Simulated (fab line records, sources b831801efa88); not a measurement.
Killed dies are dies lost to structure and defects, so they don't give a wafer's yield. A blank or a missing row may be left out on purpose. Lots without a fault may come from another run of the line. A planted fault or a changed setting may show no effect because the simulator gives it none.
Which tool did it? | flow gf180mcu | 13 lots, 39 wafers sampled, at 1 step of a route of 602

WHAT THE GAUGES READ, wafer by wafer
GF_V4_OVL_MEAS_15. Usual: V4_OVL 2 nm, standard deviation 6.
lot  | measured     | on         | V4_OVL (nm) | flag
L856 | day 24 06:52 | overlay-02 | -1 0 9      |
L857 | day 24 23:42 | overlay-02 | 4 0 -2      |
L860 | day 25 20:16 | overlay-01 | -4 -5 1     |
L863 | day 27 01:45 | overlay-02 | 7 4 7       |
L864 | day 27 03:40 | overlay-01 | 6 1 10      |
L865 | day 27 13:00 | overlay-01 | -5 -3 -5    |
L866 | day 27 18:28 | overlay-01 | -13 -13 -6  |
L867 | day 28 04:07 | overlay-01 | 15 -1 4     |
L871 | day 29 05:04 | overlay-02 | 10 9 8      |
L873 | day 29 20:48 | overlay-02 | 0 0 -4      |
L876 | day 30 18:05 | overlay-01 | -7 -1 8     |
L878 | day 31 06:25 | overlay-02 | -2 -10 -7   |
L879 | day 31 14:53 | overlay-01 | -1 5 10     |

WHICH TOOL RAN EACH LOT (tool, then ch and the chambers of the sampled wafers, then the start)
The record holds no process step before these readings.

WHAT THE TOOLS THEMSELVES READ (means of the sampled wafers that have a number; where no wafer has one, the mark that the record gives instead)
The record holds no such reading with a usual standard deviation.

THE ANSWER, worked out from the rows above alone
Rule: a lot is off if the mean of its wafers that have a number lies more than 3 standard deviations from the usual mean. A lot without any number at a reading at which 4 lots or more have one is off too. The other lots that the step has rows for count as sound. The gauges are gone through in route order, then the tools' own readings, and for those a lot's mean is taken as printed above. The first step at which some lot is off is used, and at that step the reading that is off furthest; a lot without a number counts as furthest.
No lot is off at any reading shown: from this, nothing can be told.

WHAT THE SIMULATOR HAD PUT IN
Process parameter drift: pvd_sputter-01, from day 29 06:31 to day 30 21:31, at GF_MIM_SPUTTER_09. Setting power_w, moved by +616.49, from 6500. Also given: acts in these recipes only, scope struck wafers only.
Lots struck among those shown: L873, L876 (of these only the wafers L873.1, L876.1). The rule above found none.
